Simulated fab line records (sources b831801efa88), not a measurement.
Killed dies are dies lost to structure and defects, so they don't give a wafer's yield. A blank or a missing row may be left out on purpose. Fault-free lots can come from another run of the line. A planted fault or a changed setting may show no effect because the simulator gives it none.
Code-filled problem report in 8D (eight disciplines) form + flow gf180mcu + the parts of the form that need people (team, actions taken, sign-off) are left out

1. PROBLEM STATEMENT
Mean of strip-time-to-endpoint-s at GF_MVPSD_STRIP_10: 34.77 s across 6 wafers in 2 lots; on wafers with no fault it is 36.94 s (standard deviation 0.09). Relative to the usual mean, that is a shift of -24 standard deviations.
The step: strips in O2/N2.
First observed at day 8 18:29: wafer L417.1, on plasma-asher-01. The record has a number at this step for 39 wafers belonging to 13 lots. By rule, "out" or "out of limits" means more than 4 standard deviations away from the usual mean. The other wafers with a number count as sound.

2. WHAT IT IS, WHAT IT ISN'T
| question                    | is                               | is not                                                                    |
|-----------------------------|----------------------------------|---------------------------------------------------------------------------|
| which readings at this step | strip-time-to-endpoint-s         | drypump-motor-current-A, heater-power-w, oes-product-au, platen-temp-c    |
| which lots                  | L417, L419                       | L403, L404, L406, L408, L410, L411, L412, L413, L416, L418, L424          |
| which wafers of those lots  | all that have a number           | -                                                                         |
| read on which tools         | plasma-asher-01, plasma-asher-02 | plasma-asher-03                                                           |
| when                        | from day 8 18:29                 | up to then (27 sound wafers); but 6 sound wafers of L418, L424 came after |

3. THE SUSPECTS, EACH WITH WHAT RULES IT OUT
Counting: a tool at any process step up to the reading remains a suspect when it ran all the lots that are out and ran no sound lot after the first of those.
- litho-track-03 at GF_MVPSD_COAT_02 (resist thk 3000 nm): kept. Every lot that is out went through it, starting with L417 (day 8 10:27), and after that it ran no sound lot; the last sound lot it ran before then is L416 (day 8 03:31).
After counting, what remains is litho-track-03 at GF_MVPSD_COAT_02.

4. THE CAUSE (what the simulator had put in)
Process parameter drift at GF_MVPSD_COAT_02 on litho-track-03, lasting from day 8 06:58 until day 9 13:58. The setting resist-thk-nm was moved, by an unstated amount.
Only this tool survived the counting.

5. THE EFFECT CHAIN, in route order
Each row: a reading whose mean over the struck wafers that have a number lies more than 3 standard deviations from the usual. Scope: only readings with a usual standard deviation given in the record; hours: median across lots of the time from each lot's start at the first step in this table that gives one to its start at this step; sigmas: change in usual standard deviations.
| hours | step              | reading                  | usual   | on struck wafers | change | sigmas |
|-------|-------------------|--------------------------|---------|------------------|--------|--------|
| 0     | GF_MVPSD_STRIP_10 | strip-time-to-endpoint-s | 36.94 s | 34.77            | -2.17  | -24    |
Its process steps:
- GF_MVPSD_STRIP_10: strips in O2/N2.
At these later measuring or inspecting steps, every struck wafer for which the step has a row has a number for every such reading, and none has moved that far: GF_HV_LDD_OVL_MEAS_20, GF_CONTACT_THK_MEAS_26.

6. WHAT WOULD HAVE CAUGHT IT SOONER
The fault began at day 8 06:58; the first out-of-limits reading in this record came at day 8 18:29, 12 hours later.
Lots out: 2; of these, L419 started GF_MVPSD_COAT_02 on litho-track-03 after day 8 18:29. Putting the tool on hold at that point would have spared it.
